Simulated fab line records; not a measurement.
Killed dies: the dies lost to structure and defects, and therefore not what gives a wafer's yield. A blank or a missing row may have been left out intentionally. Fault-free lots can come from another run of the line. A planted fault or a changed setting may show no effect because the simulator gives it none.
2 desks looking at one fault || flow gf180mcu || numbers are kept per desk, each desk with only its own; the story behind them comes last

## AT THE METROLOGY DESK
What the gauges read, lot by lot, whatever tool the lot ran on: means of the sampled wafers that have a number. The brackets show how far a lot's mean lies from the usual mean; more than 4 standard deviations puts the lot out of limits, marked OUT.
Columns: A = M3_ALCU_RS at GF_M3_RS_MEAS_05, usual 0.0694 ohm/sq; B = V4_CVD_02_THK at GF_V4_THK_MEAS_03, usual 847 nm; C = cdNm at GF_V4_CD_MEAS_14, usual 260.3 nm; D = V4_W_THK at GF_V4_THK_MEAS_25, usual 351 nm
{"lot": "L183", "first seen here": "day 20 01:40", "A": 0.0692, "B": 851, "C": 260.8, "D": 352}
{"lot": "L184", "first seen here": "day 20 09:50", "A": 0.0695, "B": 842, "C": 260.8, "D": 342}
{"lot": "L185", "first seen here": "day 20 19:53", "A": 0.0705, "B": 854, "C": 261.6, "D": 344}
{"lot": "L186", "first seen here": "day 21 07:47", "A": 0.0700, "B": 838, "C": 260.4, "D": 350}
{"lot": "L187", "first seen here": "day 21 12:11", "A": 0.0697, "B": 846, "C": 259.8, "D": 350}
{"lot": "L188", "first seen here": "day 21 22:04", "A": 0.0691, "B": 862, "C": 259.7, "D": 351}
{"lot": "L189", "first seen here": "day 22 09:43", "A": 0.0691, "B": 851, "C": 261.9, "D": 347}
{"lot": "L190", "first seen here": "day 23 09:39", "A": 0.0700, "B": 839, "C": 260.6, "D": 353}
{"lot": "L191", "first seen here": "day 23 11:50", "A": 0.0690, "B": 850, "C": 258.8, "D": 362}
{"lot": "L197", "first seen here": "day 25 19:55", "A": 0.0706, "B": 820, "C": 260.5, "D": 359}
{"lot": "L199", "first seen here": "day 25 23:13", "A": 0.0683, "B": 806, "C": 259.8, "D": 353}
{"lot": "L201", "first seen here": "day 26 20:02", "A": 0.0683, "B": "796 (-4.2) OUT", "C": 260.0, "D": 348}
This desk finds L201 out of limits, with the earliest case on L201 at day 29 11:50 (V4_CVD_02_THK at GF_V4_THK_MEAS_03). L183, L184, L185, L186, L187, L188, L189, L190, L191, L197, L199 stayed within limits.

## THE TOOL OWNER'S DESK: pecvd-04
The tool's own readings at GF_V4_CVD_02 (deposits SiO2 from TEOS, target thk 850 nm, time 94.851 s): means of the sampled wafers that have a number, for each lot that ran on this tool. The brackets show how far a lot's mean lies from the usual mean; more than 4 standard deviations puts the lot out of limits, marked OUT.
Columns: A = heaterPowerW at GF_V4_CVD_02, usual 705 W
{"lot": "L184", "first seen here": "day 23 13:04", "A": 651}
{"lot": "L187", "first seen here": "day 24 10:33", "A": 729}
{"lot": "L188", "first seen here": "day 24 22:04", "A": 605}
{"lot": "L190", "first seen here": "day 26 06:31", "A": 692}
{"lot": "L197", "first seen here": "day 28 13:16", "A": 619}
{"lot": "L199", "first seen here": "day 28 16:37", "A": 766}
{"lot": "L201", "first seen here": "day 29 11:46", "A": 803}
This desk's finding: nothing out of limits on any of the 7 lots.

## TAKEN TOGETHER
Metrology desk: alarm possible at day 29 11:50 on L201.
The desk of the tool owner found nothing out of limits.
Tool owner's desk: L201 on record, inside its limits.
GF_V4_CVD_02 was run on pecvd-04 by each of the lots named.

## WHAT WAS PUT IN BY THE SIMULATOR
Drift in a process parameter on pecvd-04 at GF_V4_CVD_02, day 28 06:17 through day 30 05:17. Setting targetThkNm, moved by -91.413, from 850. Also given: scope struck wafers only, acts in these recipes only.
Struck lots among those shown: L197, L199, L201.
Per desk, hours elapsed from the start of the fault to the first reading out of limits: for the metrology desk, 30.
